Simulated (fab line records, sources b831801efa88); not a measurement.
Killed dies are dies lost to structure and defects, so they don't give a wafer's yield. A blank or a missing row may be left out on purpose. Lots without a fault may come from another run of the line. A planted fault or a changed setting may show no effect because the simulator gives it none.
Which tool did it? | flow sky130 | 10 lots, 30 wafers sampled, at 3 steps of a route of 708

WHAT THE GAUGES READ, wafer by wafer
SKY_POLY_GATE_THK_MEAS_01.
lot  | measured     | on            | POLY_GATE_CVD_00_THK (nm)
L982 | day 14 10:48 | film_metro-02 | 180.6 182.6 182.7
L983 | day 14 16:34 | film_metro-02 | 181.4 181.4 181.3
L986 | day 16 21:04 | film_metro-02 | 181.1 179.5 179.4
L987 | day 16 22:35 | film_metro-04 | 178.1 179.1 177.4
L988 | day 16 22:36 | film_metro-02 | 181.3 180.0 180.7
L989 | day 17 03:03 | film_metro-04 | 180.2 180.3 179.6
L991 | day 17 22:56 | film_metro-04 | 180.5 180.8 180.8
L992 | day 18 09:10 | film_metro-04 | 180.6 180.6 181.2
L994 | day 19 03:38 | film_metro-02 | 148.1 146.7 147.7
L103 | day 21 19:44 | film_metro-01 | 180.0 179.4 178.1

WHICH TOOL RAN EACH LOT (tool, then ch and the chambers of the sampled wafers, then the start)
lot  | SKY_PWDE_STRIP_09                   | SKY_POLY_GATE_CVD_00
L982 | plasma_asher-04 ch 0,1, day 4 05:59 | lpcvd-01 ch 1, day 14 09:34
L983 | plasma_asher-04 ch 0,1, day 4 08:50 | lpcvd-01 ch 1, day 14 15:20
L986 | plasma_asher-04 ch 0,1, day 5 04:59 | lpcvd-01 ch 1, day 16 19:51
L987 | plasma_asher-03 ch 0,1, day 5 13:13 | lpcvd-01 ch 1, day 16 21:23
L988 | plasma_asher-02 ch 0,1, day 5 16:59 | lpcvd-01 ch 0, day 16 21:23
L989 | plasma_asher-04 ch 0,1, day 5 23:07 | lpcvd-01 ch 0, day 17 01:50
L991 | plasma_asher-04 ch 0,1, day 6 10:58 | lpcvd-01 ch 0, day 17 21:44
L992 | plasma_asher-04 ch 0,1, day 6 17:07 | lpcvd-01 ch 1, day 18 07:57
L994 | plasma_asher-03 ch 0,1, day 7 04:26 | lpcvd-01 ch 1, day 19 02:24
L103 | plasma_asher-04 ch 1, day 9 05:19   | lpcvd-01 ch 0, day 21 18:32
- SKY_PWDE_STRIP_09: strips in O2/N2.
- SKY_POLY_GATE_CVD_00: deposits poly-Si, target thk 180 nm, time 720 s.

THE ANSWER, worked out from the rows above alone
Rule: what is usual is taken from the lots themselves. Put in order of their means at a reading, lots are off if they are a third of the lots or fewer, leave a main group of 4 or more, and stand apart from it by a gap of 3 or more times the standard deviation of the main group's means; of several such gaps the widest counts. A main group whose means are all the same, to the digits that the tables above print for the reading, isn't used. A lot without any number at a reading at which 4 lots or more have one is off too. The other lots that the step has rows for count as sound.
Off: L994, at SKY_POLY_GATE_THK_MEAS_01 (POLY_GATE_CVD_00_THK). The main group: mean 180.3 nm, standard deviation 1.1.
A tool fits if, at a process step before that reading, it ran every lot that is off, and no sound lot after the first of them. The gauges at SKY_POLY_GATE_THK_MEAS_01 are tried like those tools. Can't be told from this: 2 tools fit, plasma_asher-03 at SKY_PWDE_STRIP_09, film_metro-02 at SKY_POLY_GATE_THK_MEAS_01.

WHAT THE SIMULATOR HAD PUT IN
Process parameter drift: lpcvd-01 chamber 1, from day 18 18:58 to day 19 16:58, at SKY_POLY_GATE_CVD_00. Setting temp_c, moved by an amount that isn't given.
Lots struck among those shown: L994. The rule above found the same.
